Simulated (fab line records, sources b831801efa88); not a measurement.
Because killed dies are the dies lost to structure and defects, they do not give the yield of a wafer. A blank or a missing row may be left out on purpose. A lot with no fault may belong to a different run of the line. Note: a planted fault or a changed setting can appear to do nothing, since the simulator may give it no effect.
Which of the tools did it? :: flow sky130 :: 13 lots, 39 wafers sampled, at 2 steps of a route of 708

## WHAT EACH GAUGE READ, for each wafer
SKY_CAP2M_OVL_MEAS_12.
lot: L891
measured: day 40 20:17
on: overlay-02
CAP2M_OVL (nm): -1.0 -1.3 -0.3

lot: L893
measured: day 41 06:26
on: overlay-01
CAP2M_OVL (nm): 0.1 0.8 2.3

lot: L892
measured: day 41 07:03
on: overlay-01
CAP2M_OVL (nm): -1.0 1.0 0.0

lot: L894
measured: day 41 12:06
on: overlay-01
CAP2M_OVL (nm): 0.4 -0.2 -2.1

lot: L897
measured: day 42 10:22
on: overlay-01
CAP2M_OVL (nm): 2.0 1.2 0.4

lot: L898
measured: day 42 11:53
on: overlay-02
CAP2M_OVL (nm): -0.7 -1.1 0.2

lot: L906
measured: day 45 14:02
on: overlay-01
CAP2M_OVL (nm): 0.3 1.1 2.3

lot: L909
measured: day 45 21:38
on: overlay-01
CAP2M_OVL (nm): 0.7 -1.4 -0.5

lot: L908
measured: day 46 11:56
on: overlay-01
CAP2M_OVL (nm): -2.1 -0.9 -0.9

lot: L911
measured: day 46 12:27
on: overlay-02
CAP2M_OVL (nm): -0.2 0.7 0.2

lot: L910
measured: day 46 14:23
on: overlay-02
CAP2M_OVL (nm): 0.2 1.0 1.7

lot: L913
measured: day 46 17:08
on: overlay-01
CAP2M_OVL (nm): 1.6 -0.3 1.3

lot: L912
measured: day 46 18:14
on: overlay-01
CAP2M_OVL (nm): 2.6 1.9 3.1

## WHICH TOOL RAN EACH LOT (tool, then ch and the chambers of the sampled wafers, then the start)
lot: L891
SKY_LOCAL_INTERCONNECT_SPUTTER_00: pvd-sputter-03, day 29 05:28

lot: L893
SKY_LOCAL_INTERCONNECT_SPUTTER_00: pvd-sputter-01, day 29 18:50

lot: L892
SKY_LOCAL_INTERCONNECT_SPUTTER_00: pvd-sputter-04, day 29 18:59

lot: L894
SKY_LOCAL_INTERCONNECT_SPUTTER_00: pvd-sputter-01, day 30 04:40

lot: L897
SKY_LOCAL_INTERCONNECT_SPUTTER_00: pvd-sputter-01, day 31 01:02

lot: L898
SKY_LOCAL_INTERCONNECT_SPUTTER_00: pvd-sputter-01, day 31 06:19

lot: L906
SKY_LOCAL_INTERCONNECT_SPUTTER_00: pvd-sputter-01, day 34 21:33

lot: L909
SKY_LOCAL_INTERCONNECT_SPUTTER_00: pvd-sputter-03, day 35 06:59

lot: L908
SKY_LOCAL_INTERCONNECT_SPUTTER_00: pvd-sputter-01, day 35 23:19

lot: L911
SKY_LOCAL_INTERCONNECT_SPUTTER_00: pvd-sputter-03, day 36 00:08

lot: L910
SKY_LOCAL_INTERCONNECT_SPUTTER_00: pvd-sputter-01, day 36 00:25

lot: L913
SKY_LOCAL_INTERCONNECT_SPUTTER_00: pvd-sputter-03, day 36 06:49

lot: L912
SKY_LOCAL_INTERCONNECT_SPUTTER_00: pvd-sputter-01, day 36 07:30
- SKY_LOCAL_INTERCONNECT_SPUTTER_00: material TiN, target thk 100 nm, time 83.3 s.

## AS READ BY THE TOOLS THEMSELVES (means over the sampled wafers that have a number; for cases with no such wafer, the mark the record gives instead)
SKY_LOCAL_INTERCONNECT_SPUTTER_00.
lot: L891
tool: pvd-sputter-03
throttle-valve-pct (%): 30.6

lot: L893
tool: pvd-sputter-01
throttle-valve-pct (%): 29.6

lot: L892
tool: pvd-sputter-04
throttle-valve-pct (%): 31.5

lot: L894
tool: pvd-sputter-01
throttle-valve-pct (%): 30.5

lot: L897
tool: pvd-sputter-01
throttle-valve-pct (%): 29.3

lot: L898
tool: pvd-sputter-01
throttle-valve-pct (%): 29.7

lot: L906
tool: pvd-sputter-01
throttle-valve-pct (%): 29.4

lot: L909
tool: pvd-sputter-03
throttle-valve-pct (%): 29.6

lot: L908
tool: pvd-sputter-01
throttle-valve-pct (%): 28.9

lot: L911
tool: pvd-sputter-03
throttle-valve-pct (%): 28.8

lot: L910
tool: pvd-sputter-01
throttle-valve-pct (%): 28.4

lot: L913
tool: pvd-sputter-03
throttle-valve-pct (%): 31.1

lot: L912
tool: pvd-sputter-01
throttle-valve-pct (%): 30.2

## THE ANSWER, worked out from the rows above alone
Rule: usual is defined by the lots themselves. Put in order of their means at a reading, lots are off if they are a third of the lots or fewer, leave a main group of 4 or more, and stand apart from it by a gap of 3 or more times the standard deviation of the main group's means; of several such gaps the widest counts. Not used: any main group whose means are identical at the precision the tables above print for the reading. Also off: a lot with no number at a reading for which 4 or more lots have one. Where the step has rows for the other lots, those lots are counted as sound. First the gauges in route order, then the tools' own readings, where a lot's mean is used as printed above. At the first step where some lot is off, the reading lying furthest off is the one used; lots without a number count as furthest.
No lot is off at any reading shown: from this, nothing can be told.

## WHAT WAS PUT IN BY THE SIMULATOR
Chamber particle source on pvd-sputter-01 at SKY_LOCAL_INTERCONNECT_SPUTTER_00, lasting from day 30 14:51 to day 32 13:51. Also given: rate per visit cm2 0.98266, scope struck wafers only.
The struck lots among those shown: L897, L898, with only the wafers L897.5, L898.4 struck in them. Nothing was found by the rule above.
